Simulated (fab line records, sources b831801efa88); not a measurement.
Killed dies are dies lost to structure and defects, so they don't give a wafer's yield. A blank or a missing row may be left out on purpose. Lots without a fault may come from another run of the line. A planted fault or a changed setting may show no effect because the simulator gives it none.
Which tool did it? | flow sky130 | 24 lots, 72 wafers sampled, at 4 steps of a route of 708

WHAT THE GAUGES READ, wafer by wafer
SKY_NWELL_RS_MEAS_29: measures by four-point-probe. Usual: NWELL_RS 625.5 ohm/sq, standard deviation 1.8.
lot  | measured     | on            | NWELL_RS (ohm/sq) | flag
L074 | day 5 07:40  | film_metro-03 | 627.2 625.9 625.7 |
L075 | day 5 12:14  | film_metro-01 | 627.5 626.2 627.0 |
L076 | day 5 17:56  | film_metro-04 | 622.9 623.9 622.7 |
L077 | day 6 03:20  | film_metro-03 | 627.5 629.1 627.0 |
L078 | day 6 09:27  | film_metro-03 | 624.0 626.5 627.0 |
L079 | day 6 10:32  | film_metro-03 | 625.8 625.2 623.7 |
L080 | day 6 16:13  | film_metro-03 | 624.1 626.4 627.5 |
L081 | day 7 03:26  | film_metro-04 | 624.2 624.7 625.0 |
L082 | day 7 15:27  | film_metro-01 | 626.7 625.1 625.0 |
L083 | day 7 16:20  | film_metro-01 | 623.4 623.6 624.1 |
L084 | day 7 19:11  | film_metro-03 | 626.2 628.3 627.1 |
L085 | day 8 08:52  | film_metro-01 | 623.5 625.1 623.8 |
L086 | day 8 10:48  | film_metro-01 | 622.5 623.4 622.1 |
L087 | day 8 13:18  | film_metro-01 | 623.7 623.8 624.0 |
L088 | day 8 15:26  | film_metro-03 | 624.1 625.7 624.1 |
L089 | day 9 07:27  | film_metro-01 | 625.7 626.0 624.5 |
L091 | day 10 00:44 | film_metro-01 | 624.9 624.4 624.2 |
L090 | day 10 04:48 | film_metro-01 | 624.4 624.5 623.6 |
L092 | day 10 05:00 | film_metro-03 | 627.5 626.8 627.0 |
L093 | day 10 05:41 | film_metro-03 | 627.4 627.4 626.4 |
L094 | day 10 11:40 | film_metro-03 | 627.8 629.6 627.6 |
L095 | day 10 18:53 | film_metro-04 | 623.7 625.4 624.7 |
L096 | day 10 19:37 | film_metro-03 | 626.2 625.6 628.2 |
L097 | day 11 10:32 | film_metro-01 | 626.3 624.3 626.0 |

SKY_METAL2_THK_MEAS_06: measures by xrf. Usual: METAL2_ALCU_THK 248 nm, standard deviation 3.2.
lot  | measured     | on            | METAL2_ALCU_THK (nm) | flag
L074 | day 34 01:45 | film_metro-02 | 248 244 247          |
L075 | day 34 05:48 | film_metro-04 | 249 249 252          |
L076 | day 34 17:06 | film_metro-04 | 244 243 246          |
L077 | day 35 02:31 | film_metro-01 | 253 250 251          |
L078 | day 35 17:05 | film_metro-01 | 252 255 253          |
L079 | day 35 19:38 | film_metro-01 | 251 250 249          |
L080 | day 35 18:34 | film_metro-02 | 243 244 243          |
L081 | day 36 19:37 | film_metro-04 | 243 244 243          |
L082 | day 37 06:40 | film_metro-04 | 248 249 250          |
L083 | day 37 08:58 | film_metro-04 | 250 250 252          |
L084 | day 37 16:01 | film_metro-01 | 248 247 245          |
L085 | day 37 23:07 | film_metro-01 | 248 247 248          |
L086 | day 37 23:34 | film_metro-04 | 249 247 249          |
L087 | day 38 06:34 | film_metro-04 | 250 248 251          |
L088 | day 38 18:32 | film_metro-01 | 245 248 244          |
L089 | day 39 07:23 | film_metro-04 | 249 249 250          |
L091 | day 39 22:36 | film_metro-04 | 248 246 247          |
L090 | day 40 00:50 | film_metro-02 | 244 242 242          |
L092 | day 40 01:31 | film_metro-02 | 240 242 242          |
L093 | day 40 03:12 | film_metro-04 | 248 246 246          |
L094 | day 40 07:32 | film_metro-01 | 247 251 253          |
L095 | day 40 22:25 | film_metro-04 | 247 247 244          |
L096 | day 40 22:46 | film_metro-02 | 247 245 249          |
L097 | day 41 05:44 | film_metro-01 | 253 251 251          |

SKY_VIA3_OVL_MEAS_13. Usual: VIA3_OVL 4 nm, standard deviation 6.
lot  | measured     | on         | VIA3_OVL (nm) | flag
L074 | day 39 16:42 | overlay-01 | 8 9 6         |
L075 | day 39 22:35 | overlay-01 | 5 2 3         |
L076 | day 40 05:01 | overlay-01 | -9 -1 -5      |
L077 | day 40 15:23 | overlay-02 | 0 4 -1        |
L078 | day 41 05:38 | overlay-01 | 0 6 4         |
L079 | day 41 08:01 | overlay-01 | 11 7 3        |
L080 | day 41 07:13 | overlay-02 | 9 4 15        |
L081 | day 42 07:19 | overlay-02 | 8 10 8        |
L082 | day 42 15:56 | overlay-01 | 7 7 9         |
L083 | day 42 18:13 | overlay-02 | 9 7 17        |
L084 | day 42 23:49 | overlay-02 | -2 -4 -3      |
L085 | day 43 06:43 | overlay-02 | 6 1 -1        |
L086 | day 43 08:47 | overlay-01 | 9 4 -1        |
L087 | day 43 13:40 | overlay-02 | 12 6 3        |
L088 | day 44 00:56 | overlay-01 | 12 13 10      |
L089 | day 44 12:37 | overlay-01 | 12 10 7       |
L091 | day 45 01:32 | overlay-01 | -2 -4 -4      |
L090 | day 45 04:00 | overlay-01 | 11 15 18      |
L092 | day 45 04:57 | overlay-01 | 4 4 -4        |
L093 | day 45 07:19 | overlay-01 | 4 2 1         |
L094 | day 45 08:47 | overlay-02 | 9 15 10       |
L095 | day 45 22:58 | overlay-02 | -2 -1 -7      |
L096 | day 45 21:53 | overlay-02 | -2 4 -4       |
L097 | day 46 04:49 | overlay-02 | 2 3 4         |

SKY_CAP2M_OVL_MEAS_12. Usual: CAP2M_OVL -0.3 nm, standard deviation 1.4.
lot  | measured     | on         | CAP2M_OVL (nm) | flag
L074 | day 40 18:31 | overlay-01 | -0.2 1.3 0.9   |
L075 | day 41 00:59 | overlay-02 | -1.2 0.0 0.3   |
L076 | day 41 07:33 | overlay-02 | -2.5 0.2 1.4   |
L077 | day 41 17:31 | overlay-02 | 0.5 0.9 0.9    |
L078 | day 42 08:09 | overlay-02 | 0.7 0.0 -0.7   |
L079 | day 42 10:03 | overlay-02 | -1.6 -3.7 0.2  |
L080 | day 42 09:29 | overlay-01 | -1.1 0.5 0.2   |
L081 | day 43 07:57 | overlay-02 | -2.2 -2.1 -3.3 |
L082 | day 43 16:25 | overlay-01 | -1.8 -0.4 -1.8 |
L083 | day 43 18:47 | overlay-02 | -1.0 -1.8 -2.4 |
L084 | day 44 00:05 | overlay-02 | 2.4 0.3 2.0    |
L085 | day 44 06:47 | overlay-01 | -0.4 1.1 -0.4  |
L086 | day 44 08:46 | overlay-01 | 0.7 0.1 0.9    |
L087 | day 44 13:13 | overlay-02 | -0.6 1.5 -1.4  |
L088 | day 45 00:22 | overlay-01 | 0.3 -0.7 -3.0  |
L089 | day 45 11:47 | overlay-01 | 0.7 2.2 1.3    |
L091 | day 46 00:47 | overlay-01 | 0.2 0.7 0.2    |
L090 | day 46 03:02 | overlay-01 | 1.8 2.2 1.1    |
L092 | day 46 04:01 | overlay-02 | -1.4 -0.8 -0.9 |
L093 | day 46 06:03 | overlay-01 | 2.1 1.8 1.7    |
L094 | day 46 07:58 | overlay-01 | 1.3 -0.6 -2.6  |
L095 | day 46 21:23 | overlay-02 | 1.0 0.1 1.2    |
L096 | day 46 20:03 | overlay-02 | -1.5 -1.7 -3.4 |
L097 | day 47 03:08 | overlay-01 | 1.5 0.9 0.9    |

WHICH TOOL RAN EACH LOT (tool, then ch and the chambers of the sampled wafers, then the start)
The record holds no process step before these readings.

WHAT THE TOOLS THEMSELVES READ (means of the sampled wafers that have a number; where no wafer has one, the mark that the record gives instead)
The record holds no such reading with a usual standard deviation.

THE ANSWER, worked out from the rows above alone
Rule: a lot is off if the mean of its wafers that have a number lies more than 3 standard deviations from the usual mean. A lot without any number at a reading at which 4 lots or more have one is off too. The other lots that the step has rows for count as sound. The gauges are gone through in route order, then the tools' own readings, and for those a lot's mean is taken as printed above. The first step at which some lot is off is used, and at that step the reading that is off furthest; a lot without a number counts as furthest.
No lot is off at any reading shown: from this, nothing can be told.

WHAT THE SIMULATOR HAD PUT IN
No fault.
